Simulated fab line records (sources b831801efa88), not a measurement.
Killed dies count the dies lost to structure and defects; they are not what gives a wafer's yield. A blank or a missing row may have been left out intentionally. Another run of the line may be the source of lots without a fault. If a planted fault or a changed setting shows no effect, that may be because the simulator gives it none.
Problem report, 8D (eight disciplines) form, completed by code || flow sky130 || the parts of the form that need people (team, actions taken, sign-off) are left out

== 1. WHAT IS WRONG ==
killed-at-other at SKY_PAD_OPEN_PROBE_99 reads a mean of 44.0 on 1 wafer of 1 lot; wafers without a fault read 0.3 with a standard deviation of 0.71. Relative to the usual mean, that is a shift of +62 standard deviations.
The first sign was on wafer L750.1 at day 50 21:31, on prober-01. The record has a number at this step for 36 wafers belonging to 13 lots. By rule, "out" or "out of limits" means more than 4 standard deviations away from the usual mean. The other wafers with a number count as sound.

== 2. WHAT IT IS, WHAT IT ISN'T ==
{"question": "which readings at this step", "is": "killed-at-other, defect-limited-yield, killed-dies, sort-n-pass, sort-yield-pct", "is not": "killed_at_M0_to_M3, killed_at_M4_up, killed-at-contacts, killed-at-front-end, killed-open, killed-short, sort_bin_6_memory"}
{"question": "which lots", "is": "L750", "is not": "L729, L732, L733, L734, L735, L736, L737, L738, L740, L741, L742, L743"}
{"question": "which wafers of those lots", "is": "L750.1", "is not": "L750.2, L750.4"}
{"question": "read on which tools", "is": "prober-01", "is not": "prober-02"}
{"question": "when", "is": "from day 50 21:31", "is not": "up to then (33 sound wafers); but 2 sound wafers of L750 came after"}

== 3. THE SUSPECTS, EACH WITH WHAT RULES IT OUT ==
Counting: if a tool at a process step up to the reading ran every lot that is out, it stays a suspect. Sound lots after the first of them don't rule it out here, since some wafers of a struck lot are sound.
- pecvd-02 at SKY_CAPM_CVD_00 (deposits SiO2, target thk 15.5 nm): kept. It ran the lot that is out, L750 (day 43 00:14); its last sound lot up to then is L740 (day 39 20:56).
- pvd-sputter-04 at SKY_METAL5_SPUTTER_00 (material Ti, target thk 15 nm, time 10 s): kept. It ran the lot that is out, L750 (day 48 14:19); its last sound lot up to then is L741 (day 46 12:52).
- pecvd-02 at SKY_PASSIVATION_CVD_02 (deposits Si3N4, target thk 540 nm): kept. It ran the lot that is out, L750 (day 49 09:25); its last sound lot up to then is L743 (day 47 23:14).
- prober-01 at SKY_PAD_OPEN_PROBE_99: kept. It ran the lot that is out, L750 (day 50 21:31); its last sound lot up to then is L742 (day 49 10:59). Out on those wafers are its own readings of defect-limited-yield, killed-at-other, killed-dies, sort-n-pass, sort-yield-pct.
- Within pecvd-02 at SKY_CAPM_CVD_00, the wafers that are out were processed in chamber 0 and their sound lot-mates in chamber 1.
- Within pecvd-02 at SKY_PASSIVATION_CVD_02, the wafers that are out were processed in chamber 1 and their sound lot-mates in chamber 0.
Left after counting: pecvd-02 at SKY_CAPM_CVD_00, pvd-sputter-04 at SKY_METAL5_SPUTTER_00, pecvd-02 at SKY_PASSIVATION_CVD_02, prober-01 at SKY_PAD_OPEN_PROBE_99.

== 4. THE CAUSE (what the simulator had put in) ==
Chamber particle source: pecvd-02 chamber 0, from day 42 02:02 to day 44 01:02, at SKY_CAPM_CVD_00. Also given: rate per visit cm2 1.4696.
This tool is one of the 4 suspects left after counting.

== 5. THE CHAIN OF EFFECTS, in route order ==
Each row: a reading whose mean over the struck wafers that have a number lies more than 3 standard deviations from the usual. Only readings for which the record gives a usual standard deviation are gone through. hours: the time from each lot's start at the first step in this table that gives one to its start at this step, as a median over the lots. sigmas: the change in usual standard deviations.
{"hours": 0, "step": "SKY_PAD_OPEN_PROBE_99", "reading": "defect-limited-yield", "usual": "82.4 %", "on struck wafers": 74.6, "change": -7.8, "sigmas": -4.3}
{"hours": 0, "step": "SKY_PAD_OPEN_PROBE_99", "reading": "killed-at-other", "usual": 0.3, "on struck wafers": 44.0, "change": "+43.7", "sigmas": "+62"}
{"hours": 0, "step": "SKY_PAD_OPEN_PROBE_99", "reading": "killed-dies", "usual": 87, "on struck wafers": 125, "change": "+38", "sigmas": "+4.3"}
{"hours": 0, "step": "SKY_PAD_OPEN_PROBE_99", "reading": "sort_bin_3_pad_short", "usual": "0.9 %", "on struck wafers": 2.4, "change": "+1.5", "sigmas": "+3.8"}
{"hours": 0, "step": "SKY_PAD_OPEN_PROBE_99", "reading": "sort_bin_5_function", "usual": "10.4 %", "on struck wafers": 15.7, "change": "+5.3", "sigmas": "+3.5"}
{"hours": 0, "step": "SKY_PAD_OPEN_PROBE_99", "reading": "sort-n-pass", "usual": 405, "on struck wafers": 367, "change": -38, "sigmas": -4.3}
{"hours": 0, "step": "SKY_PAD_OPEN_PROBE_99", "reading": "sort-yield-pct", "usual": "82.4 %", "on struck wafers": 74.6, "change": -7.8, "sigmas": -4.3}
The process steps in it:
- SKY_PAD_OPEN_PROBE_99

== 6. WHAT WOULD HAVE CAUGHT IT SOONER ==
The fault began at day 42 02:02; the first out-of-limits reading in this record came at day 50 21:31, 211 hours later.
Of the tool readings at SKY_CAPM_CVD_00 for which the record gives a usual standard deviation, none was out on any struck wafer, so an alarm limit of 4 standard deviations on them would not have fired.
Lots out: 1; all had begun SKY_CAPM_CVD_00 on pecvd-02 by day 50 21:31. A hold on the tool at that time would have spared none of them.
